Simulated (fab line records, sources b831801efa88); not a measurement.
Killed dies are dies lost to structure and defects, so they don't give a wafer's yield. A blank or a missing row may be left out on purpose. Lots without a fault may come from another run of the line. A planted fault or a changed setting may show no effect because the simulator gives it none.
Which tool did it? | flow sky130 | 12 lots, 36 wafers sampled, at 3 steps of a route of 708

WHAT THE GAUGES READ, wafer by wafer
SKY_VIA4_THK_MEAS_01.
lot  | measured     | on            | VIA4_HDPCVD_THK (nm)
L111 | day 41 03:45 | film_metro-03 | 1765 1774 1789
L112 | day 41 15:24 | film_metro-04 | 1752 1782 1757
L113 | day 41 22:37 | film_metro-04 | 1715 1775 1769
L116 | day 42 21:29 | film_metro-04 | 1758 1778 1727
L117 | day 43 04:04 | film_metro-03 | 1717 1744 1729
L118 | day 43 14:35 | film_metro-04 | 1762 1724 1769
L121 | day 44 07:01 | film_metro-03 | 1770 1766 1727
L124 | day 45 17:53 | film_metro-04 | 1705 1733 1738
L127 | day 47 00:32 | film_metro-04 | 1740 1767 1746
L129 | day 47 10:17 | film_metro-04 | 1752 1769 1733
L131 | day 48 01:23 | film_metro-04 | 1776 1773 1788
L134 | day 48 02:28 | film_metro-04 | 1756 1780 1761

SKY_VIA4_THK_MEAS_20: measures by xrf.
lot  | measured     | on            | VIA4_W_THK (nm)
L111 | day 42 04:28 | film_metro-04 | 515 510 513
L112 | day 42 16:05 | film_metro-02 | 510 494 507
L113 | day 42 22:38 | film_metro-04 | 506 510 503
L116 | day 43 21:52 | film_metro-03 | 498 496 500
L117 | day 44 03:55 | film_metro-04 | 504 504 505
L118 | day 44 12:56 | film_metro-02 | 494 500 493
L121 | day 45 06:15 | film_metro-03 | 515 512 513
L124 | day 46 16:09 | film_metro-04 | 523 520 515
L127 | day 47 21:44 | film_metro-02 | 522 509 505
L129 | day 48 06:56 | film_metro-03 | 511 511 502
L131 | day 48 20:25 | film_metro-03 | 509 500 501
L134 | day 48 21:37 | film_metro-02 | 502 510 501

WHICH TOOL RAN EACH LOT (tool, then ch and the chambers of the sampled wafers, then the start)
lot  | SKY_CAPM_CVD_00
L111 | pecvd-04 ch 0, day 35 13:49
L112 | pecvd-01 ch 0,1, day 36 02:40
L113 | pecvd-04 ch 0,1, day 36 08:25
L116 | pecvd-02 ch 1,2, day 37 10:55
L117 | pecvd-04 ch 0,1,2, day 37 18:52
L118 | pecvd-01 ch 0,2, day 38 07:43
L121 | pecvd-04 ch 0,1,2, day 39 03:40
L124 | pecvd-04 ch 0,1,2, day 40 18:26
L127 | pecvd-02 ch 0,1,2, day 42 07:43
L129 | pecvd-02 ch 1,2, day 42 18:13
L131 | pecvd-02 ch 0,1,2, day 43 12:10
L134 | pecvd-01 ch 0,2, day 43 14:37
- SKY_CAPM_CVD_00: deposits SiO2, target thk 15.5 nm.

WHAT THE TOOLS THEMSELVES READ (means of the sampled wafers that have a number; where no wafer has one, the mark that the record gives instead)
SKY_CAPM_CVD_00.
lot  | tool     | heater_power_w (W) | rf_fwd_power_W (W) | susceptor_temp_C (C)
L111 | pecvd-04 | 855                | 439.4              | 400.13
L112 | pecvd-01 | 687                | 443.3              | 399.92
L113 | pecvd-04 | 837                | 439.5              | 399.86
L116 | pecvd-02 | 698                | 442.3              | 400.11
L117 | pecvd-04 | 793                | 440.2              | 400.00
L118 | pecvd-01 | 754                | 441.5              | 400.16
L121 | pecvd-04 | 803                | 439.1              | 400.09
L124 | pecvd-04 | 773                | 439.6              | 399.97
L127 | pecvd-02 | 721                | 442.7              | 400.09
L129 | pecvd-02 | 778                | 442.3              | 400.05
L131 | pecvd-02 | 693                | 443.9              | 399.89
L134 | pecvd-01 | 728                | 442.2              | 399.87

THE ANSWER, worked out from the rows above alone
Rule: what is usual is taken from the lots themselves. Put in order of their means at a reading, lots are off if they are a third of the lots or fewer, leave a main group of 4 or more, and stand apart from it by a gap of 3 or more times the standard deviation of the main group's means; of several such gaps the widest counts. A main group whose means are all the same, to the digits that the tables above print for the reading, isn't used. A lot without any number at a reading at which 4 lots or more have one is off too. The other lots that the step has rows for count as sound. The gauges are gone through in route order, then the tools' own readings, and for those a lot's mean is taken as printed above. The first step at which some lot is off is used, and at that step the reading that is off furthest; a lot without a number counts as furthest.
No lot is off at any reading shown: from this, nothing can be told.

WHAT THE SIMULATOR HAD PUT IN
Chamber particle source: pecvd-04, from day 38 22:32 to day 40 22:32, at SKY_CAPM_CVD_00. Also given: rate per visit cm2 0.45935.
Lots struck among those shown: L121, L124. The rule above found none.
